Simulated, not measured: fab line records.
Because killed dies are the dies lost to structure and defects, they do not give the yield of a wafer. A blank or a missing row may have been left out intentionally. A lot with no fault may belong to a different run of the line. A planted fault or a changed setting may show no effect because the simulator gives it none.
Which tool is to blame?    flow gf180mcu    Sampling: 15 lots, 45 wafers, 5 of 602 route steps

## WHAT THE GAUGES READ, wafer by wafer
GF_VT_IMPLANT_TW_MEAS_32. Usual: VT_IMPLANT_3_TW 265.9, standard deviation 1.8.
lot   measured      on            VT_IMPLANT_3_TW    flag
L367  day 6 20:46   filmMetro-04  266.5 266.6 265.2  
L368  day 7 02:11   filmMetro-04  263.3 262.6 264.3  
L370  day 7 17:24   filmMetro-01  262.5 262.6 262.8  
L371  day 7 23:28   filmMetro-01  264.5 263.5 263.7  
L372  day 8 05:47   filmMetro-04  265.5 266.6 265.8  
L373  day 8 15:31   filmMetro-01  266.6 264.2 267.2  
L375  day 9 00:29   filmMetro-04  29.8 29.9 29.8     OFF
L376  day 9 07:11   filmMetro-03  30.1 30.3 30.3     OFF
L377  day 9 16:02   filmMetro-01  29.8 29.7 29.8     OFF
L381  day 10 16:23  filmMetro-01  264.4 265.6 266.9  
L385  day 11 18:47  filmMetro-01  265.1 266.0 265.4  
L386  day 12 01:04  filmMetro-01  264.2 264.1 264.2  
L388  day 12 14:48  filmMetro-03  267.2 267.3 268.6  
L389  day 13 01:40  filmMetro-04  267.6 268.8 268.4  
L390  day 13 02:25  filmMetro-01  264.6 264.5 265.3  

GF_NSD_CD_MEAS_07: target cd 400 nm. Usual: cdNm at 400.1 nm, with a standard deviation of 2.
lot   measured      on        cdNm (nm)          flag
L367  day 13 09:05  cdSem-01  400.7 399.8 399.8  
L368  day 13 14:51  cdSem-01  400.7 400.4 400.3  
L370  day 14 09:35  cdSem-01  401.6 400.4 402.2  
L371  day 14 17:05  cdSem-01  400.6 401.0 401.6  
L372  day 15 05:44  cdSem-01  399.8 401.1 400.8  
L373  day 15 11:35  cdSem-02  400.5 402.8 400.2  
L381  day 18 07:22  cdSem-01  397.4 395.1 396.2  
L385  day 19 14:05  cdSem-01  399.2 399.2 397.4  
L386  day 19 19:26  cdSem-01  400.8 398.6 396.6  
L388  day 20 14:26  cdSem-02  397.8 397.8 397.9  
L389  day 21 00:38  cdSem-01  403.4 400.7 403.2  
L390  day 21 05:46  cdSem-02  402.2 403.1 403.4  

## WHAT TOOL EACH LOT RAN ON (gives the tool, then ch and the chambers of the sampled wafers, and finally the start)
lot   GF_LVPWELL_STRIP_10                 GF_VT_IMPLANT_IMPLANT_30         GF_HV_LDD_STRIP_37
L367  plasmaAsher-03 ch 0,1, day 3 19:49  implanter-03 ch 0, day 6 20:32   plasmaAsher-03 ch 0,1, day 11 14:27
L368  plasmaAsher-01 ch 0,1, day 4 02:44  implanter-02 ch 0, day 7 01:56   plasmaAsher-03 ch 0,1, day 11 20:36
L370  plasmaAsher-01 ch 1, day 4 14:38    implanter-02 ch 0, day 7 17:10   plasmaAsher-01 ch 0,1, day 12 12:34
L371  plasmaAsher-03 ch 0,1, day 4 20:22  implanter-02 ch 0, day 7 23:14   plasmaAsher-01 ch 0,1, day 12 21:47
L372  plasmaAsher-01 ch 0,1, day 5 00:20  implanter-02 ch 0, day 8 05:33   plasmaAsher-03 ch 0,1, day 13 08:20
L373  plasmaAsher-04 ch 0,1, day 5 08:44  implanter-02 ch 0, day 8 15:17   plasmaAsher-03 ch 0,1, day 13 14:37
L375  plasmaAsher-04 ch 0,1, day 5 18:14  implanter-04, day 9 00:14        -
L376  plasmaAsher-04 ch 0, day 5 22:23    implanter-04, day 9 06:56        -
L377  plasmaAsher-03 ch 1, day 6 05:59    implanter-02, day 9 15:47        -
L381  plasmaAsher-04 ch 0,1, day 7 04:00  implanter-02 ch 0, day 10 16:08  plasmaAsher-01 ch 0,1, day 16 05:33
L385  plasmaAsher-04 ch 0,1, day 8 02:33  implanter-02 ch 0, day 11 18:33  plasmaAsher-01 ch 0,1, day 17 11:11
L386  plasmaAsher-01 ch 0,1, day 8 08:43  implanter-03 ch 0, day 12 00:50  plasmaAsher-03 ch 0,1, day 17 16:54
L388  plasmaAsher-04 ch 0,1, day 8 18:41  implanter-04 ch 0, day 12 14:34  plasmaAsher-03 ch 0,1, day 18 10:40
L389  plasmaAsher-04 ch 0,1, day 9 03:15  implanter-02 ch 0, day 13 01:26  plasmaAsher-01 ch 0,1, day 18 21:49
L390  plasmaAsher-03 ch 0, day 9 05:14    implanter-04 ch 0, day 13 02:10  plasmaAsher-03 ch 0,1, day 19 01:55
- GF_LVPWELL_STRIP_10: strips in O2/N2.
- GF_VT_IMPLANT_IMPLANT_30
- GF_HV_LDD_STRIP_37: strips in O2/N2.

## AS READ BY THE TOOLS THEMSELVES (means over the sampled wafers that have a number; for cases with no such wafer, the mark the record gives instead)
GF_LVPWELL_STRIP_10. Usual: drypumpMotorCurrentA 5.54 A, standard deviation 0.22; heaterPowerW 327 W, standard deviation 26; oesProductAu 0.722 a.u., standard deviation 0.0044; stripTimeToEndpointS 36.94 s, standard deviation 0.094.
lot   tool            drypumpMotorCurrentA (A)  heaterPowerW (W)  oesProductAu (a.u.)  stripTimeToEndpointS (s)  flag
L367  plasmaAsher-03  5.47                      318               0.722                36.70                     
L368  plasmaAsher-01  5.82                      311               0.720                36.87                     
L370  plasmaAsher-01  5.92                      314               0.729                36.86                     
L371  plasmaAsher-03  5.49                      323               0.726                36.91                     
L372  plasmaAsher-01  5.70                      302               0.728                36.95                     
L373  plasmaAsher-04  5.37                      352               0.722                36.95                     
L375  plasmaAsher-04  5.47                      331               0.723                36.90                     
L376  plasmaAsher-04  5.56                      309               0.727                36.94                     
L377  plasmaAsher-03  5.33                      316               0.723                36.86                     
L381  plasmaAsher-04  5.35                      352               0.724                36.94                     
L385  plasmaAsher-04  5.47                      330               0.723                37.05                     
L386  plasmaAsher-01  5.71                      301               0.724                36.92                     
L388  plasmaAsher-04  5.46                      333               0.720                36.90                     
L389  plasmaAsher-04  5.36                      351               0.722                37.06                     
L390  plasmaAsher-03  5.81                      329               0.723                37.05                     

GF_VT_IMPLANT_IMPLANT_30. Usual: beamEnergyKeV 24.459, standard deviation 0.0083; beamOnS 10.02 s, standard deviation 0.2; endStationPressureTorr 4.98e-06 Torr, standard deviation 2.6e-07.
lot   tool          beamEnergyKeV  beamOnS (s)  endStationPressureTorr (Torr)  flag
L367  implanter-03  24.462         9.91         5.13e-06                       
L368  implanter-02  24.460         9.89         4.98e-06                       
L370  implanter-02  24.456         9.97         4.80e-06                       
L371  implanter-02  24.455         10.04        5.14e-06                       
L372  implanter-02  24.461         9.85         4.82e-06                       
L373  implanter-02  24.459         9.80         5.20e-06                       
L375  implanter-04  -              -            -                              OFF
L376  implanter-04  -              -            -                              OFF
L377  implanter-02  -              -            -                              OFF
L381  implanter-02  24.455         10.31        5.01e-06                       
L385  implanter-02  24.463         10.11        4.72e-06                       
L386  implanter-03  24.447         10.09        5.13e-06                       
L388  implanter-04  24.458         10.07        5.11e-06                       
L389  implanter-02  24.457         10.08        4.96e-06                       
L390  implanter-04  24.457         10.07        4.92e-06                       

GF_HV_LDD_STRIP_37. Usual: drypumpMotorCurrentA 5.66 A, standard deviation 0.24; heaterPowerW 317 W, standard deviation 16; oesProductAu 0.716 a.u., standard deviation 0.0041; stripTimeToEndpointS 12.66 s, standard deviation 0.034.
lot   tool            drypumpMotorCurrentA (A)  heaterPowerW (W)  oesProductAu (a.u.)  stripTimeToEndpointS (s)  flag
L367  plasmaAsher-03  5.48                      326               0.719                12.67                     
L368  plasmaAsher-03  5.63                      328               0.714                12.59                     
L370  plasmaAsher-01  5.81                      318               0.717                12.67                     
L371  plasmaAsher-01  5.83                      307               0.718                12.68                     
L372  plasmaAsher-03  5.65                      329               0.712                12.64                     
L373  plasmaAsher-03  5.48                      324               0.720                12.66                     
L381  plasmaAsher-01  5.80                      317               0.716                12.65                     
L385  plasmaAsher-01  5.82                      315               0.717                12.69                     
L386  plasmaAsher-03  5.50                      320               0.717                12.67                     
L388  plasmaAsher-03  5.49                      317               0.714                12.64                     
L389  plasmaAsher-01  5.83                      310               0.716                12.65                     
L390  plasmaAsher-03  5.49                      317               0.712                12.69                     

## THE ANSWER, worked out from the rows above alone
Rule: take the mean of a lot's wafers that have a number; if it is more than 3 standard deviations from the usual mean, the lot is off. A lot without any number at a reading at which 4 lots or more have one is off too. All remaining lots with rows at the step are treated as sound. The gauges are gone through in route order, then the tools' own readings, and for those a lot's mean is taken as printed above. The first step at which some lot is off is used, and at that step the reading that is off furthest; a lot without a number counts as furthest.
Off: at GF_VT_IMPLANT_TW_MEAS_32 (VT_IMPLANT_3_TW), L375, L376, L377.
A tool fits if, at a process step before that reading, it ran every lot that is off, and no sound lot after the first of them. Not tried: the gauges at GF_VT_IMPLANT_TW_MEAS_32; whatever is off there is also off at GF_VT_IMPLANT_IMPLANT_30, on other tools, and gauge error can't account for it. Of those tried, none fits.

## WHAT THE SIMULATOR PUT IN
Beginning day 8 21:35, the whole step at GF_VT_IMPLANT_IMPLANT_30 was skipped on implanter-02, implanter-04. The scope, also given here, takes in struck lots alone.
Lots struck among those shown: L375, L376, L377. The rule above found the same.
